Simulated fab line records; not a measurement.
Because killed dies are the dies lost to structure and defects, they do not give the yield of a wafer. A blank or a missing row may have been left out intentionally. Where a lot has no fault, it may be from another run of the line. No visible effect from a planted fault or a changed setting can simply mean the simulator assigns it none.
Chamber matching || flow gf180mcu || 4 sister chambers for GF_V4_CMP_04 on cmp-01
The step polishes SiO2. 4 wafers are shown with their chamber, then 12 later ones without.

WAFERS PAIRED WITH THEIR CHAMBERS
{"wafer": "L089.3", "chamber": 1, "motor-current-A (A)": 10.8}
{"wafer": "L089.5", "chamber": 0, "motor-current-A (A)": 12.2}
{"wafer": "L091.5", "chamber": 2, "motor-current-A (A)": 12.5}
{"wafer": "L091.6", "chamber": 3, "motor-current-A (A)": 12.4}

WAFERS WHOSE CHAMBER IS MISSING
{"wafer": "L092.1", "motor-current-A (A)": 10.6}
{"wafer": "L092.2", "motor-current-A (A)": 12.3}
{"wafer": "L092.5", "motor-current-A (A)": 13.4}
{"wafer": "L094.4", "motor-current-A (A)": 12.1}
{"wafer": "L094.5", "motor-current-A (A)": 12.4}
{"wafer": "L094.6", "motor-current-A (A)": 13.0}
{"wafer": "L096.1", "motor-current-A (A)": 11.3}
{"wafer": "L096.2", "motor-current-A (A)": 11.8}
{"wafer": "L096.3", "motor-current-A (A)": 11.9}
{"wafer": "L097.1", "motor-current-A (A)": 13.3}
{"wafer": "L097.3", "motor-current-A (A)": 11.2}
{"wafer": "L097.5", "motor-current-A (A)": 10.5}

CHAMBER TAKEN BY EACH
{"wafer": "L092.1", "from the rows above": 1, "in truth": 1}
{"wafer": "L092.2", "from the rows above": "can't be placed: 3 or 0 or 2", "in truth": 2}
{"wafer": "L092.5", "from the rows above": "can't be placed: 2 or 3 or 0", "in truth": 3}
{"wafer": "L094.4", "from the rows above": "can't be placed: 0 or 3 or 2", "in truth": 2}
{"wafer": "L094.5", "from the rows above": "can't be placed: 3 or 2 or 0", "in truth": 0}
{"wafer": "L094.6", "from the rows above": "can't be placed: 2 or 3 or 0", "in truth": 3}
{"wafer": "L096.1", "from the rows above": "can't be placed: 1 or 0 or 3 or 2", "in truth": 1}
{"wafer": "L096.2", "from the rows above": "can't be placed: 0 or 3 or 2 or 1", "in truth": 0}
{"wafer": "L096.3", "from the rows above": "can't be placed: 0 or 3 or 2 or 1", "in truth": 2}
{"wafer": "L097.1", "from the rows above": "can't be placed: 2 or 3 or 0", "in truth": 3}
{"wafer": "L097.3", "from the rows above": "can't be placed: 1 or 0 or 3 or 2", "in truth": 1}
{"wafer": "L097.5", "from the rows above": 1, "in truth": 1}
Placed correctly: 2 of 12. Unplaceable from these rows: 10, with the true chamber sitting among the candidates in 10. 0 placed wrongly.
How it was worked out, from the rows above alone: a wafer's distance from a chamber is the root of the sum, over the readings, of the square of ((its reading less the chamber's mean) divided by the reading's scatter). The wafer belongs to the nearest chamber; if the next one is less than 2 further off, it can't be placed. The mean given for a chamber averages the wafers shown for that chamber. The scatter: root of mean squared gap, hidden wafer to nearest shown wafer, with one shown wafer a chamber.
